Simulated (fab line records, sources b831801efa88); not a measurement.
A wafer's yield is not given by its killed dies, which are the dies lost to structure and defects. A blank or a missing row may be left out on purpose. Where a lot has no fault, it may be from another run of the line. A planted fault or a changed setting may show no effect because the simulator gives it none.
fab line records    flow sky130
record: lots: 7  wafers: 18  last_day: 49
route steps=708 shown VT_ADJUST_HVTP@93 VT_ADJUST_LVTN@97 PAD_OPEN@708
lots untouched by any fault: they come from a run of this same line in which no faults occurred
start_h: hours from the record's opening day to when the first of the lot's shown wafers began    wait_h: hours since the lot's step before    " as in the row above    L1.1+2: a row that stands for several wafers    - no value, or no start given    * or withheld: withheld    < > ~ a bound
route shown NAME@n: a module of which the file shows steps, and the number in the route of the first    usual: average and standard deviation across the fault-free wafers    same: alike in all rows    chamber/n: place in a boat    sites: readings site by site    _std_site: how widely they spread, as a standard deviation    _edge_site: mean of outer sites minus mean of inner sites    radius_mm: how far each site lies from the wafer's centre    mask NAME#n: copy n    behind: tool/chamber where the wafer was last shaped    hold: the reason the lot was held/the length of the hold in hours/how it ended    device: whichever transistor did not switch (one of n, p or np)    end of line: at the end of the route, the tests of the same wafers    a step given without rows: its recipe and nothing more    killed: dies lost to structure and defects at the first sort, not the wafer's yield    map: a wafer's dies, marking killed ones x, the rest . and places with no die _
set.NAME: the setting that was run; set.NAME@STEP: the one run at that earlier step    model.NAME: the simulator's own value behind a step, which no gauge read
lots at selected steps of the route; one table per step, one row per wafer
services: from which hour (start_h, from the record's first day; less than 0 if before it) a tool's chamber was out of use, for how many hours, and why
== steps ==
step: SKY_VT_ADJUST_HVTP_OVL_MEAS_08
usual: VT_ADJUST_HVTP_OVL: -0.2/1
lot.wafer  tool        chamber  start_h  wait_h  VT_ADJUST_HVTP_OVL[nm]
L576.3     overlay-02  -        135.67   0.1     0.0
L576.5     "           -        "        "       -0.8
L576.6     "           -        "        "       -0.9
L578.3     overlay-02  -        149.59   0.1     -1.0
L578.4     "           -        "        "       -0.5
L578.5     "           -        "        "       -1.0
L584.5     overlay-02  -        186.03   0.0     -0.9
L584.6     "           -        "        "       -0.6
L585.3     overlay-01  -        191.29   0.1     0.4
L585.5     "           -        "        "       1.1
L586.4     overlay-01  -        197.47   0.1     0.4
L586.6     "           -        "        "       0.0
L589.1     overlay-02  -        215.18   0.1     0.8
L589.3     "           -        "        "       1.8
L589.6     "           -        "        "       1.0
L594.3     overlay-02  -        244.25   0.1     -1.4
L594.4     "           -        "        "       -2.0
L594.6     "           -        "        "       -1.8
step: SKY_VT_ADJUST_HVTP_IMPLANT_09
recipe: species: As  energy_kev: 150  dose_cm2: 4.3e+12  tilt_deg: withheld
step: SKY_VT_ADJUST_HVTP_STRIP_10
recipe: chemistry: O2/N2  power_w: 1400  pressure_mtorr: 1500  platen_temp_c: withheld  o2_flow_sccm: 3000  n2_flow_sccm: 300  overash_fraction: 0.5
usual: drypump_motor_current_A: 5.6/0.45  oes_product_au: 0.715/0.0047  strip_time_to_endpoint_s: 14.17/0.036
lot.wafer  tool             chamber  start_h  wait_h  drypump_motor_current_A  oes_product_au  rf_hours_counter_h  strip_time_to_endpoint_s
L576.3     plasma_asher-01  0        135.87   0.1     5.9                      0.727           -                   14.26
L576.5     "                0        "        "       5.9                      0.716           -                   14.20
L576.6     "                1        "        "       5.9                      0.722           -                   14.22
L578.3     plasma_asher-04  0        149.80   0.1     4.8                      0.724           -                   14.14
L578.4     "                1        "        "       5.9                      0.719           -                   14.10
L578.5     "                0        "        "       4.8                      0.719           -                   14.13
L584.5     plasma_asher-04  1        186.26   0.1     5.9                      0.715           -                   14.19
L584.6     "                0        "        "       4.8                      0.714           -                   14.18
L585.3     plasma_asher-01  0        191.50   0.1     5.9                      0.713           -                   14.14
L585.5     "                1        "        "       5.9                      0.714           -                   14.13
L586.4     plasma_asher-02  0        197.67   0.1     6.0                      0.718           -                   14.19
L586.6     "                1        "        "       5.6                      0.717           -                   14.22
L589.1     plasma_asher-01  0        215.37   0.1     5.9                      0.712           9                   14.17
L589.3     "                0        "        "       5.9                      0.717           -                   14.19
L589.6     "                1        "        "       5.9                      0.713           -                   14.18
L594.3     plasma_asher-04  1        244.46   0.1     5.9                      0.712           -                   14.19
L594.4     "                0        "        "       4.8                      0.704           -                   14.15
L594.6     "                1        "        "       5.9                      0.717           -                   14.14
step: SKY_VT_ADJUST_HVTP_TW_MEAS_11
usual: VT_ADJUST_HVTP_TW: 1353/8.7
lot.wafer  tool           chamber  start_h  wait_h  VT_ADJUST_HVTP_TW
L576.3     film_metro-04  -        135.96   0.1     1350
L576.5     "              -        "        "       1351
L576.6     "              -        "        "       1347
L578.3     film_metro-03  -        149.89   0.1     1364
L578.4     "              -        "        "       1364
L578.5     "              -        "        "       1360
L584.5     film_metro-03  -        186.33   0.0     1363
L584.6     "              -        "        "       1364
L585.3     film_metro-03  -        191.59   0.1     1368
L585.5     "              -        "        "       1357
L586.4     film_metro-03  -        197.77   0.1     1353
L586.6     "              -        "        "       1347
L589.1     film_metro-04  -        215.47   0.1     1343
L589.3     "              -        "        "       1340
L589.6     "              -        "        "       1336
L594.3     film_metro-03  -        244.54   0.1     1345
L594.4     "              -        "        "       1350
L594.6     "              -        "        "       1353
step: SKY_VT_ADJUST_LVTN_DEHYDRATE_00
recipe: temp_c: 200  time_s: 60
step: SKY_VT_ADJUST_LVTN_HMDS_01
recipe: prime_time_s: 60  prime_temp_c: 120
step: SKY_VT_ADJUST_LVTN_COAT_02
recipe: spin_rpm: 2000  resist_thk_nm: 3000
step: SKY_VT_ADJUST_LVTN_SOFTBAKE_03
recipe: temp_c: 110  time_s: withheld
step: SKY_VT_ADJUST_LVTN_EXPOSE_04
recipe: mask_id: NWM_COMPLEMENT_LESS_NATIVE  na: 0.6  source_shape: conventional  sigma_outer: 0.6  polarization: unpolarized  target_cd_nm: 840  dose_mj: 194
step: SKY_VT_ADJUST_LVTN_PEB_05
recipe: temp_c: 115  time_s: withheld
step: SKY_VT_ADJUST_LVTN_DEVELOP_06
recipe: wall_angle_deg: 90  developer: TMAH  develop_time_s: 60  dev_temp_c: 23
step: SKY_VT_ADJUST_LVTN_OVL_MEAS_07
usual: VT_ADJUST_LVTN_OVL: -0.4/1.7
lot.wafer  tool        chamber  start_h  wait_h  VT_ADJUST_LVTN_OVL[nm]
L576.3     overlay-02  -        155.87   -       -1.1
L576.5     "           -        "        "       0.6
L576.6     "           -        "        "       -1.3
L578.3     overlay-01  -        169.69   -       -0.2
L578.4     "           -        "        "       -1.4
L578.5     "           -        "        "       -1.5
L584.5     overlay-02  -        207.81   -       2.1
L584.6     "           -        "        "       1.7
L585.3     overlay-01  -        213.25   -       1.5
L585.5     "           -        "        "       2.3
L586.4     overlay-02  -        218.84   -       -3.2
L586.6     "           -        "        "       -3.5
L589.1     overlay-01  -        237.94   -       -4.1
L589.3     "           -        "        "       -3.9
L589.6     "           -        "        "       -4.6
L594.3     overlay-02  -        268.00   -       -1.1
L594.4     "           -        "        "       -1.1
L594.6     "           -        "        "       -1.6
step: SKY_VT_ADJUST_LVTN_IMPLANT_08
recipe: species: B  energy_kev: 30  dose_cm2: 1.57e+12  tilt_deg: withheld
usual: beam_on_s: 10.00/0.2
lot.wafer  tool          chamber  start_h  wait_h  beam_on_s
L576.3     implanter-04  0        155.95   0.1     10.11
L576.5     "             0        "        "       9.96
L576.6     "             0        "        "       10.40
L578.3     implanter-02  0        169.76   0.1     10.04
L578.4     "             0        "        "       10.10
L578.5     "             0        "        "       10.10
L584.5     implanter-02  0        207.92   0.1     9.89
L584.6     "             0        "        "       10.30
L585.3     implanter-02  0        213.32   0.1     10.04
L585.5     "             0        "        "       10.13
L586.4     implanter-02  0        218.94   0.1     9.82
L586.6     "             0        "        "       9.93
L589.1     implanter-01  0        237.97   0.0     10.32
L589.3     "             0        "        "       10.00
L589.6     "             0        "        "       10.02
L594.3     implanter-04  0        268.07   0.1     9.56
L594.4     "             0        "        "       10.04
L594.6     "             0        "        "       9.77
step: SKY_VT_ADJUST_LVTN_STRIP_09
recipe: chemistry: O2/N2  power_w: 1400  pressure_mtorr: 1500  platen_temp_c: withheld  o2_flow_sccm: 3000  n2_flow_sccm: 300  overash_fraction: 0.5
usual: drypump_motor_current_A: 5.84/0.17  oes_product_au: 0.722/0.0047  strip_time_to_endpoint_s: 36.93/0.11
lot.wafer  tool             chamber  start_h  wait_h  drypump_motor_current_A  oes_product_au  rf_hours_counter_h  strip_time_to_endpoint_s
L576.3     plasma_asher-01  0        156.08   0.1     5.93                     0.720           -                   37.03
L576.5     "                1        "        "       5.94                     0.721           -                   37.00
L576.6     "                0        "        "       5.94                     0.729           -                   37.00
L578.3     plasma_asher-02  1        169.89   0.1     5.55                     0.717           -                   36.74
L578.4     "                0        "        "       6.00                     0.718           -                   36.72
L578.5     "                1        "        "       5.52                     0.719           -                   36.72
L584.5     plasma_asher-03  1        208.04   0.1     5.65                     0.714           -                   36.91
L584.6     "                0        "        "       5.97                     0.720           -                   36.99
L585.3     plasma_asher-02  1        213.45   0.1     5.55                     0.719           -                   36.85
L585.5     "                0        "        "       5.99                     0.715           -                   36.88
L586.4     plasma_asher-03  0        219.04   0.1     5.99                     0.719           -                   37.10
L586.6     "                1        "        "       5.63                     0.733           -                   37.02
L589.1     plasma_asher-03  1        238.12   0.1     5.66                     0.718           57                  36.80
L589.3     "                0        "        "       5.98                     0.717           -                   36.86
L589.6     "                1        "        "       5.68                     0.722           -                   36.86
L594.3     plasma_asher-01  1        268.20   0.1     5.92                     0.724           -                   36.81
L594.4     "                0        "        "       5.92                     0.716           -                   36.84
L594.6     "                0        "        "       5.93                     0.728           -                   36.76
step: SKY_VT_ADJUST_LVTN_TW_MEAS_10
usual: VT_ADJUST_LVTN_TW: 242.1/1.3
lot.wafer  tool           chamber  start_h  wait_h  VT_ADJUST_LVTN_TW
L576.3     film_metro-02  -        156.17   0.1     241.7
L576.5     "              -        "        "       242.4
L576.6     "              -        "        "       240.6
L578.3     film_metro-02  -        169.99   0.1     243.5
L578.4     "              -        "        "       242.6
L578.5     "              -        "        "       242.4
L584.5     film_metro-03  -        208.11   0.0     231.7
L584.6     "              -        "        "       242.3
L585.3     film_metro-02  -        213.54   0.1     241.5
L585.5     "              -        "        "       230.9
L586.4     film_metro-03  -        219.14   0.1     232.4
L586.6     "              -        "        "       242.2
L589.1     film_metro-02  -        238.22   0.1     242.3
L589.3     "              -        "        "       241.6
L589.6     "              -        "        "       242.8
L594.3     film_metro-01  -        268.29   0.1     243.2
L594.4     "              -        "        "       244.0
L594.6     "              -        "        "       242.8
step: SKY_VT_ADJUST_LVTN_DEHYDRATE_11
recipe: temp_c: 200  time_s: 60
step: SKY_PAD_OPEN_PROBE_99
usual: killed_at_M0_to_M3: 43/6.4  killed_at_M4_up: 2.8/1.7  killed_at_contacts: 24/5.5  killed_at_front_end: 15/4  killed_at_other: 0.3/0.54  killed_dies: 86/9.1  killed_open: 47/6.6  killed_short: 39/6.2
same: gross_dies: 492  killed_at_back_side: 0
lot.wafer  tool       chamber  start_h  wait_h  killed_at_M0_to_M3  killed_at_M4_up  killed_at_contacts  killed_at_front_end  killed_at_other  killed_dies  killed_open  killed_short  model.etest.nfet_01v8.drive_ua_um_range  model.etest.nfet_01v8_lvt.vt_sat_v  model.etest.nfet_01v8.vt_v_range  model.etest.nfet_01v8_lvt.body_rise_v
L576.3     prober-01  -        1088.54  0.2     35                  2                16                  18                   0                71           45           26            8.06                                     0.5465                              0.01067                           0.1485
L576.5     prober-01  -        1088.64  0.2     54                  2                23                  20                   1                100          62           38            10.33                                    0.5283                              0.01498                           0.1452
L576.6     prober-01  -        1088.69  0.2     40                  4                23                  24                   0                91           52           39            7.058                                    0.5332                              0.008554                          0.1472
L578.3     prober-02  -        1105.39  0.2     51                  1                22                  20                   1                95           60           35            9.293                                    0.5244                              0.008633                          0.1423
L578.4     prober-02  -        1105.44  0.2     41                  4                24                  15                   0                84           49           35            9.157                                    0.5273                              0.01239                           0.1431
L578.5     prober-02  -        1105.49  0.2     37                  2                28                  17                   1                85           42           43            6.852                                    0.5392                              0.0109                            0.1417
L584.5     prober-02  -        1134.17  0.2     52                  2                29                  11                   0                94           58           36            14.58                                    0.5058                              0.0128                            0.1401
L584.6     prober-02  -        1134.22  0.2     48                  1                33                  9                    1                92           50           42            7.016                                    0.5225                              0.005928                          0.1418
L585.3     prober-01  -        1137.42  0.2     42                  4                22                  14                   0                82           43           39            6.434                                    0.5535                              0.007439                          0.1481
L585.5     prober-01  -        1137.52  0.2     38                  5                24                  19                   0                86           55           31            16.5                                     0.5283                              0.01526                           0.1388
L586.4     prober-02  -        1148.29  0.2     48                  4                28                  16                   0                96           61           35            12.52                                    0.5247                              0.02141                           0.1391
L586.6     prober-02  -        1148.39  0.2     53                  3                20                  22                   1                99           58           41            6.094                                    0.5269                              0.0105                            0.144
L589.1     prober-01  -        1163.96  0.1     41                  3                31                  12                   0                87           54           33            10.67                                    0.5473                              0.01142                           0.1443
L589.3     prober-01  -        1164.06  0.2     46                  1                20                  12                   0                79           39           40            12.98                                    0.5468                              0.01145                           0.1428
L589.6     prober-01  -        1164.21  0.2     55                  1                15                  13                   0                84           45           39            14.52                                    0.5373                              0.00518                           0.1404
L594.3     prober-02  -        1183.49  0.2     47                  1                24                  20                   3                95           42           53            8.141                                    0.5331                              0.008925                          0.1433
L594.4     prober-02  -        1183.54  0.2     43                  5                28                  12                   0                88           50           38            11.83                                    0.5281                              0.008953                          0.1428
L594.6     prober-02  -        1183.64  0.2     58                  2                15                  17                   0                92           47           45            9.936                                    0.5208                              0.01158                           0.1403
killed by level:class
L576.3 VIA1:geometric_particle:open=14 CONTACT:geometric_particle:open=7 VIA3:geometric_particle:open=6 POLY_GATE:geometric_particle:short=5 FIELD_ISO:geometric_particle:short=4 POLY_GATE:geometric_particle:open=4 LI_CONTACT:geometric_particle:open=4 CONTACT:geometric_particle:short=4
L576.5 VIA1:geometric_particle:open=13 VIA2:geometric_particle:open=13 VIA3:geometric_particle:open=10 CONTACT:geometric_particle:open=9 CONTACT:geometric_particle:short=6 METAL2:geometric_particle:short=6 FIELD_ISO:geometric_particle:short=5 POLY_GATE:geometric_particle:short=5
L576.6 CONTACT:geometric_particle:open=9 METAL2:geometric_particle:short=8 VIA1:geometric_particle:open=7 VIA2:geometric_particle:open=7 FIELD_ISO:geometric_particle:open=6 LI_CONTACT:geometric_particle:open=6 METAL4:geometric_particle:short=4 VIA3:geometric_particle:open=4
L578.3 VIA1:geometric_particle:open=15 VIA2:geometric_particle:open=10 SPACER:geometric_particle:open=8 CONTACT:geometric_particle:open=8 VIA3:geometric_particle:open=8 LOCAL_INTERCONNECT:geometric_particle:short=5 METAL1:geometric_particle:short=5 POLY_CUT:geometric_particle:short=4
L578.4 VIA1:geometric_particle:open=9 VIA3:geometric_particle:open=8 CONTACT:geometric_particle:open=7 LI_CONTACT:geometric_particle:open=7 LOCAL_INTERCONNECT:geometric_particle:short=6 POLY_GATE:geometric_particle:short=5 VIA2:geometric_particle:open=5 FIELD_ISO:geometric_particle:open=4
L578.5 CONTACT:geometric_particle:open=8 CONTACT:geometric_particle:short=7 VIA1:geometric_particle:open=7 FIELD_ISO:geometric_particle:open=6 VIA3:geometric_particle:short=6 LOCAL_INTERCONNECT:geometric_particle:short=5 METAL1:geometric_particle:short=5 POLY_GATE:geometric_particle:open=4
L584.5 VIA1:geometric_particle:open=15 CONTACT:geometric_particle:open=11 LI_CONTACT:geometric_particle:open=8 VIA1:geometric_particle:short=6 VIA3:geometric_particle:open=5 METAL1:geometric_particle:short=5 LI_CONTACT:geometric_particle:short=4 METAL2:geometric_particle:short=4
L584.6 CONTACT:geometric_particle:open=10 VIA1:geometric_particle:open=9 CONTACT:geometric_particle:short=7 VIA2:geometric_particle:open=7 VIA3:geometric_particle:open=6 LI_CONTACT:geometric_particle:open=6 VIA1:geometric_particle:short=6 LOCAL_INTERCONNECT:geometric_particle:short=5
L585.3 VIA1:geometric_particle:open=13 LI_CONTACT:geometric_particle:open=9 VIA2:geometric_particle:open=7 POLY_GATE:geometric_particle:short=6 CONTACT:geometric_particle:open=5 METAL4:geometric_particle:short=4 CONTACT:geometric_particle:short=4 METAL1:geometric_particle:short=4
L585.5 CONTACT:geometric_particle:open=14 VIA3:geometric_particle:open=9 VIA1:geometric_particle:open=8 VIA2:geometric_particle:open=7 FIELD_ISO:geometric_particle:short=6 POLY_GATE:geometric_particle:open=4 FIELD_ISO:geometric_particle:open=3 LOCAL_INTERCONNECT:geometric_particle:short=3
L586.4 VIA1:geometric_particle:open=19 CONTACT:geometric_particle:open=12 LI_CONTACT:geometric_particle:open=7 METAL1:geometric_particle:short=7 FIELD_ISO:geometric_particle:open=5 VIA3:geometric_particle:open=5 FIELD_ISO:geometric_particle:short=4 CONTACT:geometric_particle:short=4
L586.6 VIA1:geometric_particle:open=15 VIA3:geometric_particle:open=9 CONTACT:geometric_particle:open=8 VIA1:geometric_particle:short=7 FIELD_ISO:geometric_particle:open=6 FIELD_ISO:geometric_particle:short=5 LI_CONTACT:geometric_particle:open=5 METAL2:geometric_particle:short=5
L589.1 VIA1:geometric_particle:open=14 CONTACT:geometric_particle:open=10 LI_CONTACT:geometric_particle:open=9 METAL1:geometric_particle:short=6 CONTACT:geometric_particle:short=5 FIELD_ISO:geometric_particle:open=4 VIA2:geometric_particle:open=4 FIELD_ISO:geometric_particle:short=3
L589.3 VIA1:geometric_particle:open=12 METAL2:geometric_particle:short=7 METAL1:geometric_particle:short=6 VIA1:geometric_particle:short=6 LOCAL_INTERCONNECT:geometric_particle:short=5 FIELD_ISO:geometric_particle:short=4 LI_CONTACT:geometric_particle:open=4 CONTACT:geometric_particle:open=4
L589.6 VIA1:geometric_particle:open=15 METAL2:geometric_particle:short=9 METAL1:geometric_particle:short=7 VIA1:geometric_particle:short=7 VIA3:geometric_particle:open=7 FIELD_ISO:geometric_particle:short=6 LI_CONTACT:geometric_particle:open=5 CONTACT:geometric_particle:open=5
L594.3 VIA1:geometric_particle:open=10 METAL2:geometric_particle:short=8 FIELD_ISO:geometric_particle:short=7 FIELD_ISO:geometric_particle:open=7 LI_CONTACT:geometric_particle:open=7 METAL3:geometric_particle:short=6 VIA2:geometric_particle:short=5 LI_CONTACT:geometric_particle:short=4
L594.4 VIA1:geometric_particle:open=13 LI_CONTACT:geometric_particle:open=12 CONTACT:geometric_particle:open=7 VIA1:geometric_particle:short=6 METAL2:geometric_particle:short=6 VIA2:geometric_particle:open=6 LOCAL_INTERCONNECT:geometric_particle:short=5 METAL1:geometric_particle:short=4
L594.6 VIA1:geometric_particle:open=18 VIA2:geometric_particle:short=7 VIA2:geometric_particle:open=7 VIA3:geometric_particle:short=7 LI_CONTACT:geometric_particle:short=6 VIA3:geometric_particle:open=6 FIELD_ISO:geometric_particle:short=4 POLY_GATE:geometric_particle:short=4
== services ==
tool             chamber  start_h  hours  kind
plasma_asher-01  0        117.75   -      clean
plasma_asher-01  1        117.75   -      clean
plasma_asher-02  -        128.84   5.3    repair
implanter-04     -        136.85   2.7    repair
plasma_asher-01  -        147.56   2.8    pm
plasma_asher-03  -        166.17   0.8    repair
implanter-01     -        177.97   5.4    repair
implanter-04     -        182.87   1.3    repair
implanter-01     -        198.40   4.2    repair
implanter-04     -        200.21   3.0    pm
implanter-01     -        245.49   2.8    pm
implanter-02     -        253.37   0.8    repair
implanter-04     -        262.54   4.4    repair
== key ==
first_sign: step: SKY_VT_ADJUST_LVTN_TW_MEAS_10  reading: VT_ADJUST_LVTN_TW  direction: down  sigmas: 8  usual: 242.1  struck: 231.7
effect none on later readings
model_effect: step: SKY_PAD_OPEN_PROBE_99  value: etest.nfet_01v8.drive_ua_um_range  without: 9.348  struck: 14.53
met_at SKY_VT_ADJUST_LVTN_IMPLANT_08
struck_wafers L584.5,L585.5,L586.4
tester_left_out L584,L585,L586
onset_between 169.76 207.92
fault: kind: process_parameter_drift  tool: implanter-02  chamber: -  onset_h: 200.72  steps: SKY_VT_ADJUST_LVTN_IMPLANT_08  channel: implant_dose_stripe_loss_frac  offset: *  shape: step  end_h: 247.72  scope: struck_wafers_only
tester_left_out: of these lots the tester's yield and bins aren't shown, on N5 and GAA mostly nor the transistor test; their killed dies are dies lost to structure and defects alone, not to doping, threshold or leakage, so they don't give the yield
